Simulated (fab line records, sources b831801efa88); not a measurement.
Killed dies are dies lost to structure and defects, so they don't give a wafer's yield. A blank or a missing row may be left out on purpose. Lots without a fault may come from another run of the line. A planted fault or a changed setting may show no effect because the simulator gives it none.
Which tool did it? | flow sky130 | 13 lots, 39 wafers sampled, at 2 steps of a route of 708

WHAT THE GAUGES READ, wafer by wafer
SKY_PASSIVATION_THK_MEAS_03. Usual: PASSIVATION_CVD_02_THK 539 nm, standard deviation 7.9.
lot  | measured     | on            | PASSIVATION_CVD_02_THK (nm) | flag
L208 | day 43 22:58 | film_metro-03 | 538 545 544                 |
L209 | day 44 08:01 | film_metro-02 | 542 550 555                 |
L210 | day 44 15:41 | film_metro-02 | 534 540 534                 |
L214 | day 45 22:02 | film_metro-02 | 540 557 548                 |
L216 | day 46 05:05 | film_metro-03 | 531 541 536                 |
L217 | day 46 11:50 | film_metro-03 | 519 538 538                 |
L218 | day 46 17:59 | film_metro-02 | 521 536 534                 |
L219 | day 47 00:31 | film_metro-04 | 549 540 547                 |
L220 | day 47 07:52 | film_metro-04 | 533 547 547                 |
L222 | day 47 17:01 | film_metro-02 | 248 245 260 248 245 260     | OFF
L223 | day 47 21:16 | film_metro-04 | 249 247 245 249 247 245     | OFF
L224 | day 48 07:39 | film_metro-04 | 539 539 544                 |
L227 | day 49 03:31 | film_metro-02 | 544 532 533                 |

WHICH TOOL RAN EACH LOT (tool, then ch and the chambers of the sampled wafers, then the start)
lot  | SKY_PASSIVATION_CVD_02
L208 | pecvd-04 ch 0,1,2, day 43 22:44
L209 | pecvd-04 ch 0,2, day 44 07:48
L210 | pecvd-04 ch 0,1, day 44 15:20
L214 | pecvd-01 ch 1,2, day 45 21:48
L216 | pecvd-01 ch 0,2, day 46 04:52
L217 | pecvd-03 ch 0,1,2, day 46 11:36
L218 | pecvd-03 ch 0,1,2, day 46 17:45
L219 | pecvd-04 ch 0,1, day 47 00:11
L220 | pecvd-04 ch 0,2, day 47 07:38
L222 | pecvd-04 ch 0,1,2, day 47 16:47
L223 | pecvd-04 ch 0,1,2, day 47 21:01
L224 | pecvd-03 ch 0,1,2, day 48 07:25
L227 | pecvd-03 ch 0,1,2, day 49 03:17
- SKY_PASSIVATION_CVD_02: deposits Si3N4, target thk 540 nm.

WHAT THE TOOLS THEMSELVES READ (means of the sampled wafers that have a number; where no wafer has one, the mark that the record gives instead)
SKY_PASSIVATION_CVD_02. Usual: heater_power_w 751 W, standard deviation 80.
lot  | tool     | heater_power_w (W) | flag
L208 | pecvd-04 | 797                |
L209 | pecvd-04 | 785                |
L210 | pecvd-04 | 770                |
L214 | pecvd-01 | 623                |
L216 | pecvd-01 | 678                |
L217 | pecvd-03 | 806                |
L218 | pecvd-03 | 763                |
L219 | pecvd-04 | 752                |
L220 | pecvd-04 | 744                |
L222 | pecvd-04 | 732                |
L223 | pecvd-04 | 777                |
L224 | pecvd-03 | 800                |
L227 | pecvd-03 | 774                |

THE ANSWER, worked out from the rows above alone
Rule: a lot is off if the mean of its wafers that have a number lies more than 3 standard deviations from the usual mean. A lot without any number at a reading at which 4 lots or more have one is off too. The other lots that the step has rows for count as sound. The gauges are gone through in route order, then the tools' own readings, and for those a lot's mean is taken as printed above. The first step at which some lot is off is used, and at that step the reading that is off furthest; a lot without a number counts as furthest.
Off: L222, L223, at SKY_PASSIVATION_THK_MEAS_03 (PASSIVATION_CVD_02_THK).
A tool fits if, at a process step before that reading, it ran every lot that is off, and no sound lot after the first of them. The gauges at SKY_PASSIVATION_THK_MEAS_03 are tried like those tools. One fits: pecvd-04 at SKY_PASSIVATION_CVD_02. Its last sound lot is L220 (day 47 07:38), its first lot that is off L222 (day 47 16:47): a fault that began between those two fits.

WHAT THE SIMULATOR HAD PUT IN
Process parameter drift: pecvd-04, from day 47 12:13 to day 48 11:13, at SKY_PASSIVATION_CVD_02. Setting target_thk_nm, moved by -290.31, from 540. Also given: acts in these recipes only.
Lots struck among those shown: L222, L223. The rule above found the same.
